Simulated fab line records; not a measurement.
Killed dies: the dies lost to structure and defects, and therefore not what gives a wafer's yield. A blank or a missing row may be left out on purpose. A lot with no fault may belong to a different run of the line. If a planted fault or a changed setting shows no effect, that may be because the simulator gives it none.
A single fault, viewed from 2 desks / flow gf180mcu / every desk sees just its own numbers, and what lay behind them comes last

FOR THE TOOL OWNER'S DESK: implanter-01
The tool's own readings at GF_DNWELL_IMPLANT_07: means of the sampled wafers that have a number, for each lot that ran on this tool. If a lot's mean is further than 4 standard deviations from the usual mean, the lot is out of limits and carries the mark OUT (the distance appears in the brackets).
Columns: A = beam on s at GF_DNWELL_IMPLANT_07, usual 10.01 s; B = end station pressure torr at GF_DNWELL_IMPLANT_07, usual 5.04e-06 Torr; C = faraday current uA at GF_DNWELL_IMPLANT_07, usual 56.3
lot=L617; first seen here=day 2 23:13; A=9.86; B=4.98e-06; C=57.2
lot=L619; first seen here=day 3 16:13; A=9.92; B=5.17e-06; C=56.8
lot=L622; first seen here=day 4 11:00; A=10.35; B=5.03e-06; C=54.5
lot=L627; first seen here=day 5 09:14; A=14.46 (+21) OUT; B=5.18e-06; C=39.0 (-14) OUT
lot=L629; first seen here=day 5 15:59; A=14.45 (+21) OUT; B=4.88e-06; C=39.0 (-14) OUT
This desk's verdict: out of limits on L627, L629, starting with L627 at day 5 09:14 (beam on s at GF_DNWELL_IMPLANT_07). L617, L619, L622: within limits.

FROM THE METROLOGY DESK
What the gauges read, lot by lot, whatever tool the lot ran on: means of the sampled wafers that have a number. If a lot's mean is further than 4 standard deviations from the usual mean, the lot is out of limits and carries the mark OUT (the distance appears in the brackets).
Columns: A = STI_OXIDATION_THK at GF_STI_THK_MEAS_02, usual 10.08 nm; B = DNWELL_TW at GF_DNWELL_TW_MEAS_09, usual 1354; C = DUAL_GATE_OVL at GF_DUAL_GATE_OVL_MEAS_11, usual -0.4 nm
lot=L616; first seen here=day 1 12:05; A=9.87; B=1349; C=0.4
lot=L617; first seen here=day 1 17:26; A=10.12; B=1334; C=-1.8
lot=L618; first seen here=day 1 22:43; A=10.50; B=1368; C=0.5
lot=L619; first seen here=day 2 02:44; A=10.14; B=1350; C=-2.0
lot=L620; first seen here=day 2 07:31; A=9.76; B=1353; C=-1.9
lot=L622; first seen here=day 2 18:52; A=10.04; B=1374; C=0.6
lot=L623; first seen here=day 3 01:36; A=10.37; B=1373; C=0.4
lot=L627; first seen here=day 3 20:36; A=10.42; B=1501 (+13) OUT; C=-0.5
lot=L629; first seen here=day 4 04:31; A=9.95; B=1520 (+15) OUT; C=-0.0
lot=L631; first seen here=day 4 14:31; A=10.18; B=1349; C=-1.0
lot=L632; first seen here=day 4 19:31; A=9.90; B=1350; C=0.1
lot=L636; first seen here=day 5 15:31; A=9.98; B=1367; C=0.3
lot=L639; first seen here=day 6 06:32; A=10.00; B=1355; C=0.1
This desk finds L627, L629 out of limits, with the earliest case on L627 at day 5 09:27 (DNWELL_TW at GF_DNWELL_TW_MEAS_09). L616, L617, L618, L619, L620, L622, L623, L631, L632, L636, L639: within limits.

TAKEN TOGETHER
An alarm could have come from the tool owner's desk at day 5 09:14, on L627, L629.
On L627, L629, the metrology desk was in a position to raise an alarm at day 5 09:27.
On implanter-01, each named lot ran GF_DNWELL_IMPLANT_07.

WHAT WAS PUT IN BY THE SIMULATOR
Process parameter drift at GF_DNWELL_IMPLANT_07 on implanter-01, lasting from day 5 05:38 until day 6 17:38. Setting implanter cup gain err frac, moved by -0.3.
Shown lots that were struck: L627, L629.
Hours from the fault's start to each desk's first reading out of limits: the tool owner's desk, 4; the metrology desk, 4.
